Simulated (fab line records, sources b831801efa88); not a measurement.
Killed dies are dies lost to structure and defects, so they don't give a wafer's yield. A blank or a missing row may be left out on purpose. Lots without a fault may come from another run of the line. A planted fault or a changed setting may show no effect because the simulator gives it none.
fab line records | flow gf180mcu
record lots=5 wafers=15 last_day=32
route steps=602 shown MIM@521 M5@526 V5@540
lots that met no fault: from a run of the same line without faults
start_h: hours from the record's first day to the start of the lot's first wafer shown | wait_h: hours since the lot's step before | " the same as in the row above | L1.1+2: a row that stands for several wafers | - no value, or no start given | * or withheld: withheld | < > ~ a bound
route shown NAME@n: a module of which the file shows steps, and the number in the route of the first | usual: mean/standard deviation of fault-free wafers | same: alike in all rows | chamber/n: place in a boat | sites: the reading at each site | _std_site: their standard deviation | _edge_site: outer sites' mean less inner sites' | radius_mm: how far each site lies from the wafer's centre | mask NAME#n: copy n | behind: the tool/chamber that last shaped the wafer | hold: why the lot was held/for how many hours/how that ended | device: the transistor (n, p or np) that didn't switch | end of line: the same wafers' tests at the end of the route | a step without rows: its recipe alone | killed: dies lost to structure and defects at the first sort, not the wafer's yield | map: a wafer's dies, x killed, . not, _ none there
set.NAME: the setting as run; set.NAME@STEP: as run at that earlier step | model.NAME: the simulator's own value behind a step, which no gauge read
lots at some steps of the route; a table a step, a row a wafer
services: from which hour (start_h, from the record's first day; less than 0 if before it) a tool's chamber was out of use, for how many hours, and why
## steps
# step GF_MIM_DEVELOP_18
# recipe develop_time_s=60 dev_temp_c=23
# usual developer_temp_C=22.99/0.11
# columns lot.wafer tool chamber start_h wait_h developer_temp_C
L075.1 litho_track-02 0 597.41 0.1 22.83
L075.5 " 0 " " 22.87
L075.6 " 0 " " 22.97
L082.1 litho_track-01 0 649.50 0.1 22.89
L082.4 " 0 " " 22.83
L082.6 " 0 " " 23.01
L086.1 litho_track-01 0 677.45 0.1 23.03
L086.2 " 0 " " 23.05
L086.3 " 0 " " 23.01
L088.3 litho_track-01 0 694.90 0.1 22.80
L088.4 " 0 " " 22.85
L088.5 " 0 " " 22.89
L089.1 litho_track-01 0 704.60 0.1 23.04
L089.3 " 0 " " 23.15
L089.6 " 0 " " 23.01
# step GF_MIM_METAL_ETCH_19
# recipe chemistry=Cl2/BCl3 mask_material=NOVOLAK stop_on=Si3N4 target_depth_nm=324.5 pressure_mtorr=8 icp_w=800 bias_w=140 Cl2_flow_sccm=80 bcl3_flow_sccm=40 time_s=54.1
# usual drypump_motor_current_A=5.73/0.19 oes_product_au=0.941/0.0069 throttle_valve_pct=28.285/0.011
# same time_s=54.1
# columns lot.wafer tool chamber start_h wait_h drypump_motor_current_A oes_product_au rf_hours_counter_h throttle_valve_pct
L075.1 rie_metal-04 0 597.56 0.1 5.86 0.947 4 28.282
L075.5 " 1 " " 5.75 0.948 - 28.280
L075.6 " 0 " " 5.87 0.951 - 28.275
L082.1 rie_metal-03 1 649.65 0.1 5.38 0.944 13 28.274
L082.4 " 0 " " 5.69 0.941 - 28.285
L082.6 " 0 " " 5.69 0.941 - 28.283
L086.1 rie_metal-04 0 677.60 0.1 5.87 0.954 6 28.278
L086.2 " 1 " " 5.76 0.943 9 28.287
L086.3 " 0 " " 5.86 0.939 - 28.281
L088.3 rie_metal-01 1 695.02 0.1 5.97 0.940 - 28.295
L088.4 " 0 " " 5.92 0.937 - 28.302
L088.5 " 1 " " 5.97 0.920 - 28.303
L089.1 rie_metal-03 0 704.75 0.1 5.71 0.935 12 28.288
L089.3 " 1 " " 5.39 0.941 - 28.280
L089.6 " 1 " " 5.39 0.947 - 28.275
# step GF_MIM_STRIP_20
# recipe chemistry=O2/N2 power_w=1400 pressure_mtorr=1500 platen_temp_c=250 o2_flow_sccm=3000 n2_flow_sccm=300 overash_fraction=0.5
# usual drypump_motor_current_A=5.73/0.27 heater_power_w=331/30 oes_product_au=0.692/0.0049 strip_time_to_endpoint_s=11.23/0.041
# columns lot.wafer tool chamber start_h wait_h drypump_motor_current_A heater_power_w oes_product_au rf_hours_counter_h strip_time_to_endpoint_s
L075.1 plasma_asher-02 1 597.63 0.0 6.03 364 0.697 51 11.23
L075.5 " 1 " " 6.01 370 0.691 - 11.24
L075.6 " 0 " " 5.95 319 0.688 - 11.23
L082.1 plasma_asher-02 0 649.72 0.0 5.93 316 0.685 59 11.27
L082.4 " 0 " " 5.94 316 0.699 - 11.19
L082.6 " 0 " " 5.96 333 0.693 - 11.18
L086.1 plasma_asher-04 1 677.67 0.0 5.27 299 0.693 28 11.21
L086.2 " 0 " " 5.66 317 0.688 28 11.26
L086.3 " 1 " " 5.25 291 0.697 - 11.21
L088.3 plasma_asher-02 1 695.10 0.1 6.05 367 0.699 - 11.22
L088.4 " 0 " " 5.96 321 0.696 - 11.27
L088.5 " 1 " " 6.05 365 0.692 - 11.24
L089.1 plasma_asher-01 0 704.82 0.0 5.63 294 0.694 101 11.22
L089.3 " 1 " " 5.47 381 0.697 - 11.30
L089.6 " 1 " " 5.52 379 0.692 - 11.24
# step GF_MIM_STRIP_21
# recipe chemistry=post_etch_residue_remover time_s=1200 temp_c=72.5
# same time_s=1200
# columns lot.wafer tool chamber start_h wait_h
L075.1+5+6 wet_bench-02 1 597.93 0.3
L082.1+4+6 wet_bench-02 2 649.96 0.2
L086.1+2+3 wet_bench-02 0 677.77 0.1
L088.3+4+5 wet_bench-02 2 695.21 0.1
L089.1+3+6 wet_bench-01 1 704.92 0.1
# step GF_MIM_CLEAN_22
# recipe chemistry=DIW dry=n2_spin
# columns lot.wafer tool chamber start_h wait_h
L075.1+5+6 wet_bench-03 3 598.27 0.0
L082.1+4+6 wet_bench-01 3 650.34 0.0
L086.1+2+3 wet_bench-03 2 678.11 0.0
L088.3+4+5 wet_bench-03 1 695.55 0.0
L089.1+3+6 wet_bench-03 0 705.26 0.0
# step GF_M5_DEHYDRATE_00
# recipe temp_c=200 time_s=60
# usual plate_temp_C=199.98/0.15
# same time_s=60
# columns lot.wafer tool chamber start_h wait_h plate_temp_C
L075.1 litho_track-03 0 607.45 9.1 199.86
L075.5 " 0 " " 199.66
L075.6 " 0 " " 199.90
L082.1 litho_track-04 0 659.13 8.7 200.04
L082.4 " 0 " " 199.83
L082.6 " 0 " " 199.84
L086.1 litho_track-04 0 687.03 8.8 199.87
L086.2 " 0 " " 199.84
L086.3 " 0 " " 200.34
L088.3 litho_track-04 0 704.13 8.5 200.31
L088.4 " 0 " " 199.86
L088.5 " 0 " " 200.16
L089.1 litho_track-04 0 713.68 8.3 199.80
L089.3 " 0 " " 199.73
L089.6 " 0 " " 199.89
# step GF_M5_HMDS_01
# recipe prime_time_s=60 prime_temp_c=120
# columns lot.wafer tool chamber start_h wait_h
L075.1+5+6 litho_track-03 0 607.60 0.1
L082.1+4+6 litho_track-04 0 659.28 0.1
L086.1+2+3 litho_track-04 0 687.18 0.1
L088.3+4+5 litho_track-04 0 704.28 0.1
L089.1+3+6 litho_track-04 0 713.83 0.1
# step GF_M5_COAT_02
# recipe resist=KrF spin_rpm=withheld resist_thk_nm=1000
# columns lot.wafer tool chamber start_h wait_h
L075.1+5+6 litho_track-03 0 607.75 0.1
L082.1+4+6 litho_track-04 0 659.43 0.1
L086.1+2+3 litho_track-04 0 687.33 0.1
L088.3+4+5 litho_track-04 0 704.43 0.1
L089.1+3+6 litho_track-04 0 713.98 0.1
# step GF_M5_SOFTBAKE_03
# recipe temp_c=130 time_s=60 resist=KrF
# usual plate_temp_C=130.01/0.14
# same time_s=60
# columns lot.wafer tool chamber start_h wait_h plate_temp_C
L075.1 litho_track-03 0 607.90 0.1 130.21
L075.5 " 0 " " 130.24
L075.6 " 0 " " 130.21
L082.1 litho_track-04 0 659.58 0.1 130.02
L082.4 " 0 " " 130.13
L082.6 " 0 " " 130.00
L086.1 litho_track-04 0 687.48 0.1 130.19
L086.2 " 0 " " 130.17
L086.3 " 0 " " 130.32
L088.3 litho_track-04 0 704.58 0.1 130.07
L088.4 " 0 " " 130.05
L088.5 " 0 " " 130.14
L089.1 litho_track-04 0 714.13 0.1 130.18
L089.3 " 0 " " 130.08
L089.6 " 0 " " 130.04
# step GF_M5_EXPOSE_04
# recipe mask_id=Metal5 target_cd_nm=280 na=0.68 source_shape=conventional sigma_outer=0.6 dose_mj=28
# usual exposure_dose_mJ_cm2=28.314/0.026 stage_vel_mm_s=500.02/0.24
# same sigma_outer=0.6
# columns lot.wafer tool chamber start_h wait_h mask exposure_dose_mJ_cm2 stage_vel_mm_s
L075.1 krf_scanner-01 0 - - Metal5#0 28.284 500.10
L075.5 " 0 " " Metal5#0 28.321 499.96
L075.6 " 0 " " Metal5#0 28.289 500.26
L082.1 krf_scanner-02 0 - - Metal5#0 28.297 499.92
L082.4 " 0 " " Metal5#0 28.306 500.08
L082.6 " 0 " " Metal5#0 28.342 500.01
L086.1 krf_scanner-02 0 - - Metal5#0 28.351 499.83
L086.2 " 0 " " Metal5#0 28.315 499.86
L086.3 " 0 " " Metal5#0 28.315 499.76
L088.3 krf_scanner-02 0 - - Metal5#0 28.319 500.03
L088.4 " 0 " " Metal5#0 28.367 500.23
L088.5 " 0 " " Metal5#0 28.339 499.89
L089.1 krf_scanner-02 0 - - Metal5#0 28.297 499.90
L089.3 " 0 " " Metal5#0 28.319 500.12
L089.6 " 0 " " Metal5#0 28.284 499.76
# step GF_M5_PEB_05
# recipe peb_temp_c=134.4 peb_time_s=90 resist=KrF
# usual plate_temp_C=134.40/0.14
# columns lot.wafer tool chamber start_h wait_h plate_temp_C
L075.1 litho_track-04 0 - - 134.40
L075.5 " 0 " " 134.44
L075.6 " 0 " " 134.46
L082.1 litho_track-04 0 - - 134.63
L082.4 " 0 " " 134.62
L082.6 " 0 " " 134.64
L086.1 litho_track-04 0 - - 134.49
L086.2 " 0 " " 134.57
L086.3 " 0 " " 134.54
L088.3 litho_track-03 0 - - 134.46
L088.4 " 0 " " 134.42
L088.5 " 0 " " 134.49
L089.1 litho_track-01 0 - - 134.56
L089.3 " 0 " " 134.41
L089.6 " 0 " " 134.52
# step GF_M5_DEVELOP_06
# recipe develop_time_s=60 dev_temp_c=21
# usual developer_temp_C=20.97/0.1
# columns lot.wafer tool chamber start_h wait_h developer_temp_C
L075.1 litho_track-04 0 618.38 0.2 21.05
L075.5 " 0 " " 21.02
L075.6 " 0 " " 21.00
L082.1 litho_track-04 0 669.08 0.2 20.91
L082.4 " 0 " " 21.03
L082.6 " 0 " " 21.03
L086.1 litho_track-04 0 696.73 0.2 20.84
L086.2 " 0 " " 20.81
L086.3 " 0 " " 20.94
L088.3 litho_track-03 0 713.25 0.1 21.06
L088.4 " 0 " " 20.86
L088.5 " 0 " " 21.00
L089.1 litho_track-01 0 723.10 0.2 20.99
L089.3 " 0 " " 20.95
L089.6 " 0 " " 21.06
# step GF_M5_CD_MEAS_07
# recipe target_cd_nm=280
# usual cd_nm=279.6/1.5
# columns lot.wafer tool chamber start_h wait_h cd_nm
L075.1 cd_sem-01 - 618.53 0.1 280.6
L075.5 " - " " 279.4
L075.6 " - " " 279.0
L082.1 cd_sem-01 - 669.23 0.1 279.7
L082.4 " - " " 280.1
L082.6 " - " " 280.8
L086.1 cd_sem-02 - 696.88 0.1 278.7
L086.2 " - " " 278.2
L086.3 " - " " 279.1
L088.3 cd_sem-02 - 713.39 0.1 281.3
L088.4 " - " " 280.7
L088.5 " - " " 280.5
L089.1 cd_sem-02 - 723.25 0.1 280.4
L089.3 " - " " 280.7
L089.6 " - " " 280.6
# step GF_M5_OVL_MEAS_08
# usual M5_OVL=4/5.6
# columns lot.wafer tool chamber start_h wait_h M5_OVL[nm]
L075.1 overlay-01 - 618.65 0.1 0
L075.5 " - " " -6
L075.6 " - " " -4
L082.1 overlay-02 - 669.35 0.1 1
L082.4 " - " " 7
L082.6 " - " " 10
L086.1 overlay-02 - 697.00 0.1 2
L086.2 " - " " 11
L086.3 " - " " 0
L088.3 overlay-01 - 713.48 0.1 -8
L088.4 " - " " 5
L088.5 " - " " -1
L089.1 overlay-02 - 723.37 0.1 2
L089.3 " - " " 6
L089.6 " - " " 0
# step GF_M5_ETCH_09
# recipe chemistry=CF4/O2 target=Si3N4 target_depth_nm=52 source_w=800 bias_w=150 pressure_mtorr=150 cf4_flow_sccm=80 O2_flow_sccm=10 time_s=11.6
# usual drypump_motor_current_A=5.7/0.36 oes_product_au=1.000/0.01 throttle_valve_pct=5.970/0.009
# same time_s=11.6
# columns lot.wafer tool chamber start_h wait_h drypump_motor_current_A oes_product_au rf_hours_counter_h throttle_valve_pct
L075.1 rie_diel-03 3 618.69 0.0 5.5 1.004 58 5.975
L075.5 " 1 " " 5.8 1.011 - 5.969
L075.6 " 2 " " 5.0 1.006 - 5.968
L082.1 rie_diel-04 0 669.39 0.0 6.2 0.998 16 5.977
L082.4 " 0 " " 6.1 0.996 - 5.982
L082.6 " 3 " " 5.3 0.990 - 5.952
L086.1 rie_diel-03 2 697.04 0.0 5.0 1.014 15 5.971
L086.2 " 1 " " 5.7 0.991 2 5.976
L086.3 " 0 " " 5.5 1.011 9 5.975
L088.3 rie_diel-04 3 713.51 0.0 5.3 0.996 5 5.975
L088.4 " 2 " " 6.0 1.003 9 5.967
L088.5 " 0 " " 6.1 0.990 - 5.962
L089.1 rie_diel-01 1 723.40 0.0 5.8 0.998 7 5.976
L089.3 " 0 " " 5.6 1.025 2 5.971
L089.6 " 1 " " 5.8 0.987 - 5.968
# step GF_M5_METAL_ETCH_10
# recipe chemistry=Cl2/BCl3 mask_material=KrF target_depth_nm=750.8 stop_on=SiO2 pressure_mtorr=8 icp_w=776.6 bias_w=140 Cl2_flow_sccm=80 bcl3_flow_sccm=40 time_s=125.1
# usual drypump_motor_current_A=6.1/0.32 oes_product_au=0.981/0.006 throttle_valve_pct=28.241/0.01
# same time_s=125.1
# columns lot.wafer tool chamber start_h wait_h drypump_motor_current_A oes_product_au rf_hours_counter_h throttle_valve_pct
L075.1 rie_metal-01 0 618.71 0.0 5.9 0.971 5 28.250
L075.5 " 1 " " 6.0 0.993 - 28.243
L075.6 " 0 " " 5.9 0.976 - 28.227
L082.1 rie_metal-02 0 669.41 0.0 6.2 0.975 9 28.250
L082.4 " 0 " " 6.2 0.982 - 28.234
L082.6 " 1 " " 6.6 0.981 - 28.238
L086.1 rie_metal-02 1 697.06 0.0 6.6 1.002 17 28.240
L086.2 " 0 " " 6.2 0.985 10 28.226
L086.3 " 0 " " 6.2 0.985 - 28.233
L088.3 rie_metal-01 0 713.57 0.1 5.9 0.979 - 28.255
L088.4 " 1 " " 6.0 0.984 - 28.256
L088.5 " 0 " " 5.9 0.973 - 28.230
L089.1 rie_metal-04 1 723.43 0.0 5.8 0.973 10 28.247
L089.3 " 0 " " 5.9 0.987 - 28.239
L089.6 " 0 " " 5.9 0.975 - 28.232
# step GF_M5_STRIP_11
# recipe chemistry=O2/N2 power_w=1400 pressure_mtorr=1500 platen_temp_c=250 o2_flow_sccm=3000 n2_flow_sccm=300 overash_fraction=0.5
# usual drypump_motor_current_A=5.45/0.2 heater_power_w=320/29 oes_product_au=0.528/0.005 strip_time_to_endpoint_s=7.13/0.044
# columns lot.wafer tool chamber start_h wait_h drypump_motor_current_A heater_power_w oes_product_au rf_hours_counter_h strip_time_to_endpoint_s
L075.1 plasma_asher-01 1 618.89 0.1 5.43 367 0.531 92 7.21
L075.5 " 1 " " 5.46 366 0.525 - 7.10
L075.6 " 0 " " 5.67 301 0.534 - 7.14
L082.1 plasma_asher-04 0 669.54 0.1 5.66 317 0.530 27 7.16
L082.4 " 1 " " 5.27 293 0.530 - 7.14
L082.6 " 0 " " 5.66 318 0.530 - 7.13
L086.1 plasma_asher-03 1 697.19 0.1 5.13 305 0.518 92 7.03
L086.2 " 0 " " 5.24 335 0.521 92 7.09
L086.3 " 0 " " 5.25 336 0.526 - 7.13
L088.3 plasma_asher-03 0 713.69 0.1 5.26 341 0.532 - 7.19
L088.4 " 1 " " 5.12 309 0.518 - 7.16
L088.5 " 0 " " 5.24 338 0.536 - 7.18
L089.1 plasma_asher-04 1 723.56 0.1 5.27 296 0.523 32 7.19
L089.3 " 0 " " 5.68 309 0.530 - 7.11
L089.6 " 1 " " 5.30 296 0.522 - 7.18
# step GF_M5_STRIP_12
# recipe chemistry=post_etch_residue_remover time_s=1200 temp_c=72.5
# same time_s=1200
# columns lot.wafer tool chamber start_h wait_h
L075.1+5+6 wet_bench-04 0 618.99 0.1
L082.1+4+6 wet_bench-04 3 669.64 0.1
L086.1+2+3 wet_bench-04 0 697.29 0.1
L088.3+4+5 wet_bench-01 3 713.76 0.0
L089.1+3+6 wet_bench-01 0 723.66 0.1
# step GF_M5_CLEAN_13
# recipe chemistry=DIW dry=n2_spin
# columns lot.wafer tool chamber start_h wait_h
L075.1+5+6 wet_bench-04 3 619.33 0.0
L082.1+4+6 wet_bench-02 3 669.98 0.0
L086.1+2+3 wet_bench-02 2 697.63 0.0
L088.3+4+5 wet_bench-02 1 714.10 0.0
L089.1+3+6 wet_bench-01 2 724.00 0.0
# step GF_V5_CVD_00
# recipe material=SiO2 target_thk_nm=300 sigma_open_frac=0.3 temp_c=400 time_s=50 sih4_flow_sccm=60 pressure_mtorr=6
# same time_s=50
# columns lot.wafer tool chamber start_h wait_h
L075.1+5+6 hdpcvd-01 1,1,2 619.42 0.0
L082.1+4+6 hdpcvd-02 2,1,2 670.08 0.0
L086.1+2+3 hdpcvd-01 0,1,0 697.73 0.0
L088.3+4+5 hdpcvd-02 2,1,2 714.19 0.0
L089.1+3+6 hdpcvd-02 1,0,2 724.09 0.0
# step GF_V5_THK_MEAS_01
# recipe reads=SiO2_of_V5_CVD_00
# usual V5_CVD_00_THK=299/3.6
# columns lot.wafer tool chamber start_h wait_h V5_CVD_00_THK[nm]
L075.1 film_metro-04 - 619.46 0.0 299
L075.5 " - " " 297
L075.6 " - " " 298
L082.1 film_metro-02 - 670.12 0.0 304
L082.4 " - " " 299
L082.6 " - " " 302
L086.1 film_metro-02 - 697.80 0.0 302
L086.2 " - " " 303
L086.3 " - " " 305
L088.3 film_metro-01 - 714.26 0.0 295
L088.4 " - " " 298
L088.5 " - " " 300
L089.1 film_metro-04 - 724.13 0.0 296
L089.3 " - " " 298
L089.6 " - " " 293
# step GF_V5_CVD_02
# recipe material=SiO2 target_thk_nm=1450 precursor=TEOS temp_c=400 time_s=163.28 rf_w=600
# usual heater_power_w=648/120
# same time_s=163.28
# columns lot.wafer tool chamber start_h wait_h heater_power_w
L075.1 pecvd-02 1 619.52 0.1 697
L075.5 " 0 " " 615
L075.6 " 2 " " 582
L082.1 pecvd-02 2 670.18 0.1 549
L082.4 " 2 " " 604
L082.6 " 1 " " 664
L086.1 pecvd-03 0 697.86 0.1 695
L086.2 " 1 " " 828
L086.3 " 2 " " 628
L088.3 pecvd-03 0 714.30 0.0 656
L088.4 " 1 " " 932
L088.5 " 2 " " 735
L089.1 pecvd-04 2 724.19 0.1 633
L089.3 " 1 " " 851
L089.6 " 2 " " 508
# step GF_V5_THK_MEAS_03
# recipe reads=SiO2_of_V5_CVD_02
# usual V5_CVD_02_THK=1452/19
# columns lot.wafer tool chamber start_h wait_h V5_CVD_02_THK[nm]
L075.1 film_metro-01 - 619.63 0.1 1446
L075.5 " - " " 1474
L075.6 " - " " 1432
L082.1 film_metro-04 - 670.29 0.1 1438
L082.4 " - " " 1450
L082.6 " - " " 1463
L086.1 film_metro-01 - 697.97 0.1 1465
L086.2 " - " " 1436
L086.3 " - " " 1439
L088.3 film_metro-01 - 714.43 0.1 1444
L088.4 " - " " 1461
L088.5 " - " " 1447
L089.1 film_metro-02 - 724.30 0.1 1451
L089.3 " - " " 1458
L089.6 " - " " 1485
# step GF_V5_CMP_04
# recipe material=SiO2 down_force_psi=4 platen_rpm=60 pad_velocity_m_s=0.94248
# usual motor_current_A=12.4/0.64 slurry_flow_ml_min=150.1/0.48
# columns lot.wafer tool chamber start_h wait_h motor_current_A slurry_flow_ml_min
L075.1 cmp-02 1 619.69 0.1 12.3 150.3
L075.5 " 1 " " 12.3 150.0
L075.6 " 2 " " 12.8 149.8
L082.1 cmp-01 2 670.35 0.1 10.9 151.0
L082.4 " 1 " " 11.6 148.8
L082.6 " 2 " " 11.5 149.5
L086.1 cmp-01 3 698.08 0.1 13.9 149.6
L086.3 " 0 " " 12.5 150.0
L086.2 " 1 " " 11.7 150.2
L088.4 cmp-02 1 714.47 0.0 12.8 149.3
L088.3 " 2 " " 12.6 150.2
L088.5 " 2 " " 13.2 150.5
L089.3 cmp-02 2 724.41 0.1 12.7 150.6
L089.1 " 3 " " 12.4 149.9
L089.6 " 1 " " 12.4 151.0
# step GF_V5_BOW_MEAS_05
# recipe mode=bow
# usual V5_BOW=134/10
# columns lot.wafer tool chamber start_h wait_h V5_BOW[um]
L075.1 film_metro-04 - 619.99 0.2 121
L075.5 " - " " 120
L075.6 " - " " 113
L082.1 film_metro-04 - 670.65 0.2 123
L082.4 " - " " 129
L082.6 " - " " 114
L086.1 film_metro-01 - 698.33 0.2 136
L086.2 " - " " 130
L086.3 " - " " 131
L088.3 film_metro-04 - 714.81 0.2 134
L088.4 " - " " 148
L088.5 " - " " 136
L089.1 film_metro-01 - 724.66 0.1 128
L089.3 " - " " 138
L089.6 " - " " 124
# step GF_V5_DEHYDRATE_06
# recipe temp_c=200 time_s=60
# usual plate_temp_C=199.98/0.18
# same time_s=60
# columns lot.wafer tool chamber start_h wait_h plate_temp_C
L075.1 litho_track-03 0 629.25 9.2 199.77
L075.5 " 0 " " 199.76
L075.6 " 0 " " 199.85
L082.1 litho_track-02 0 679.60 8.9 200.25
L082.4 " 0 " " 199.71
L082.6 " 0 " " 199.77
L086.1 litho_track-02 0 707.30 9.0 199.97
L086.2 " 0 " " 200.02
L086.3 " 0 " " 200.19
L088.3 litho_track-02 0 723.00 8.2 200.02
L088.4 " 0 " " 200.04
L088.5 " 0 " " 200.25
L089.1 litho_track-02 0 732.55 7.9 199.90
L089.3 " 0 " " 199.72
L089.6 " 0 " " 200.01
# step GF_V5_HMDS_07
# recipe prime_time_s=60 prime_temp_c=120
# columns lot.wafer tool chamber start_h wait_h
L075.1+5+6 litho_track-03 0 629.40 0.1
L082.1+4+6 litho_track-02 0 679.75 0.1
L086.1+2+3 litho_track-02 0 707.45 0.1
L088.3+4+5 litho_track-02 0 723.15 0.1
L089.1+3+6 litho_track-02 0 732.70 0.1
# step GF_V5_COAT_08
# recipe resist=BARC temp_c=withheld time_s=withheld spin_rpm=withheld resist_thk_nm=withheld
# columns lot.wafer tool chamber start_h wait_h
L075.1+5+6 litho_track-03 0 629.55 0.1
L082.1+4+6 litho_track-02 0 679.90 0.1
L086.1+2+3 litho_track-02 0 707.60 0.1
L088.3+4+5 litho_track-02 0 723.30 0.1
L089.1+3+6 litho_track-02 0 732.85 0.1
# step GF_V5_COAT_09
# recipe resist=KrF spin_rpm=withheld resist_thk_nm=1000
# columns lot.wafer tool chamber start_h wait_h
L075.1+5+6 litho_track-03 0 - -
L082.1+4+6 litho_track-02 0 - -
L086.1+2+3 litho_track-02 0 - -
L088.3+4+5 litho_track-02 0 - -
L089.1+3+6 litho_track-02 0 - -
# step GF_V5_SOFTBAKE_10
# recipe temp_c=130 time_s=60 resist=KrF
# usual plate_temp_C=129.99/0.13
# same time_s=60
# columns lot.wafer tool chamber start_h wait_h plate_temp_C
L075.1 litho_track-03 0 - - 130.00
L075.5 " 0 " " 129.92
L075.6 " 0 " " 129.85
L082.1 litho_track-02 0 - - 129.79
L082.4 " 0 " " 130.03
L082.6 " 0 " " 130.04
L086.1 litho_track-02 0 - - 129.90
L086.2 " 0 " " 130.09
L086.3 " 0 " " 130.02
L088.3 litho_track-02 0 - - 129.77
L088.4 " 0 " " 129.98
L088.5 " 0 " " 130.06
L089.1 litho_track-02 0 - - 130.03
L089.3 " 0 " " 130.03
L089.6 " 0 " " 130.11
# step GF_V5_EXPOSE_11
# recipe mask_id=Via5 target_cd_nm=260 na=0.68 source_shape=conventional sigma_outer=0.6 dose_mj=38
# usual exposure_dose_mJ_cm2=37.99/0.037 stage_vel_mm_s=499.92/0.21
# same sigma_outer=0.6
# columns lot.wafer tool chamber start_h wait_h mask exposure_dose_mJ_cm2 stage_vel_mm_s
L075.1 krf_scanner-02 0 - - Via5#0 38.07 500.05
L075.5 " 0 " " Via5#0 38.03 500.14
L075.6 " 0 " " Via5#0 38.03 499.82
L082.1 krf_scanner-02 0 - - Via5#0 37.99 499.87
L082.4 " 0 " " Via5#0 37.98 499.82
L082.6 " 0 " " Via5#0 38.02 499.95
L086.1 krf_scanner-02 0 - - Via5#0 37.94 499.91
L086.2 " 0 " " Via5#0 37.93 499.44
L086.3 " 0 " " Via5#0 37.90 499.84
L088.3 krf_scanner-02 0 - - Via5#0 37.99 499.86
L088.4 " 0 " " Via5#0 37.99 500.08
L088.5 " 0 " " Via5#0 37.98 500.32
L089.1 krf_scanner-01 0 - - Via5#0 37.97 500.05
L089.3 " 0 " " Via5#0 37.97 500.23
L089.6 " 0 " " Via5#0 37.98 499.84
# step GF_V5_PEB_12
# recipe peb_temp_c=135 peb_time_s=90 resist=KrF
# usual plate_temp_C=134.99/0.14
# columns lot.wafer tool chamber start_h wait_h plate_temp_C
L075.1 litho_track-02 0 - - 134.91
L075.5 " 0 " " 134.91
L075.6 " 0 " " 135.05
L082.1 litho_track-01 0 - - 134.87
L082.4 " 0 " " 134.61
L082.6 " 0 " " 135.02
L086.1 litho_track-01 0 - - 135.20
L086.2 " 0 " " 134.89
L086.3 " 0 " " 134.87
L088.3 litho_track-01 0 - - 134.88
L088.4 " 0 " " 134.96
L088.5 " 0 " " 135.10
L089.1 litho_track-01 0 - - 134.90
L089.3 " 0 " " 134.98
L089.6 " 0 " " 135.05
# step GF_V5_DEVELOP_13
# recipe develop_time_s=60 resist=KrF dev_temp_c=21
# usual developer_temp_C=21.01/0.11
# columns lot.wafer tool chamber start_h wait_h developer_temp_C
L075.1 litho_track-02 0 639.66 0.2 21.12
L075.5 " 0 " " 20.90
L075.6 " 0 " " 21.09
L082.1 litho_track-01 0 689.30 0.2 20.96
L082.4 " 0 " " 21.02
L082.6 " 0 " " 20.96
L086.1 litho_track-01 0 717.05 0.2 21.00
L086.2 " 0 " " 21.08
L086.3 " 0 " " 20.91
L088.3 litho_track-01 0 732.05 0.1 20.83
L088.4 " 0 " " 20.72
L088.5 " 0 " " 21.11
L089.1 litho_track-01 0 741.65 0.2 20.93
L089.3 " 0 " " 21.11
L089.6 " 0 " " 20.97
# step GF_V5_CD_MEAS_14
# recipe target_cd_nm=260
# usual cd_nm=259.7/1.3
# columns lot.wafer tool chamber start_h wait_h cd_nm
L075.1 cd_sem-01 - 639.81 0.1 259.8
L075.5 " - " " 260.2
L075.6 " - " " 259.7
L082.1 cd_sem-01 - 689.45 0.1 259.5
L082.4 " - " " 259.3
L082.6 " - " " 259.4
L086.1 cd_sem-02 - 717.20 0.1 259.3
L086.2 " - " " 258.5
L086.3 " - " " 259.7
L088.3 cd_sem-01 - 732.19 0.1 260.5
L088.4 " - " " 259.8
L088.5 " - " " 259.9
L089.1 cd_sem-02 - 741.80 0.1 260.5
L089.3 " - " " 260.3
L089.6 " - " " 260.3
# step GF_V5_OVL_MEAS_15
# usual V5_OVL=3/5.7
# columns lot.wafer tool chamber start_h wait_h V5_OVL[nm]
L075.1 overlay-02 - 639.93 0.1 7
L075.5 " - " " 13
L075.6 " - " " 0
L082.1 overlay-02 - 689.57 0.1 -9
L082.4 " - " " 1
L082.6 " - " " -4
L086.1 overlay-01 - 717.32 0.1 -3
L086.2 " - " " 1
L086.3 " - " " -8
L088.3 overlay-01 - 732.28 0.1 0
L088.4 " - " " 9
L088.5 " - " " 6
L089.1 overlay-01 - 741.92 0.1 5
L089.3 " - " " 9
L089.6 " - " " 0
# step GF_V5_ETCH_16
# recipe chemistry=N2/H2 target_depth_a=withheld overetch_a=withheld time_s=withheld target=BARC ion_energy_ev=200 source_w=500 bias_w=100 pressure_mtorr=30 n2_flow_sccm=100 h2_flow_sccm=200
# usual drypump_motor_current_A=5.9/0.35 oes_product_au=0.855/0.0047 throttle_valve_pct=13.224/0.0088
# columns lot.wafer tool chamber start_h wait_h drypump_motor_current_A oes_product_au throttle_valve_pct
L075.1 rie_diel-02 1 639.96 0.0 5.2 0.856 13.216
L075.5 " 2 " " 6.6 0.857 13.218
L075.6 " 1 " " 5.2 0.859 13.236
L082.1 rie_diel-01 1 689.61 0.0 5.8 0.856 13.231
L082.4 " 3 " " 6.2 0.851 13.236
L082.6 " 1 " " 5.8 0.858 13.211
L086.1 rie_diel-02 2 717.35 0.0 6.6 0.857 13.222
L086.2 " 3 " " 6.3 0.857 13.222
L086.3 " 0 " " 5.7 0.851 13.207
L088.3 rie_diel-01 2 732.30 0.0 5.9 0.852 13.224
L088.4 " 1 " " 5.8 0.859 13.219
L088.5 " 3 " " 6.3 0.854 13.218
L089.1 rie_diel-01 0 741.95 0.0 5.6 0.856 13.226
L089.3 " 3 " " 6.2 0.865 13.231
L089.6 " 0 " " 5.6 0.850 13.237
## services
# columns tool chamber start_h hours kind
krf_scanner-02 - 580.99 4.4 pm
hdpcvd-01 0 583.10 1.8 repair
krf_scanner-02 - 585.36 1.3 pm
krf_scanner-01 - 591.62 1.3 pm
rie_metal-01 - 592.51 2.8 pm
plasma_asher-03 - 601.70 17.4 repair
cmp-02 - 605.06 2.8 repair
plasma_asher-01 - 606.62 0.3 repair
plasma_asher-04 - 611.71 14.6 pm
cmp-01 - 616.05 1.4 repair
cmp-02 - 617.39 0.8 repair
wet_bench-04 - 620.57 1.9 pm
plasma_asher-04 - 636.18 4.3 repair
plasma_asher-02 - 659.96 4.9 repair
plasma_asher-02 - 669.40 0.9 repair
plasma_asher-04 - 681.85 2.8 pm
rie_metal-04 - 690.45 14.6 pm
rie_diel-01 3 694.24 2.4 repair
krf_scanner-02 - 700.32 0.8 pm
plasma_asher-04 - 706.72 2.8 repair
plasma_asher-04 - 712.88 1.3 repair
krf_scanner-02 - 724.01 1.0 pm
wet_bench-01 - 735.19 1.9 pm
cmp-02 - 739.30 5.3 pm
## key
fault none
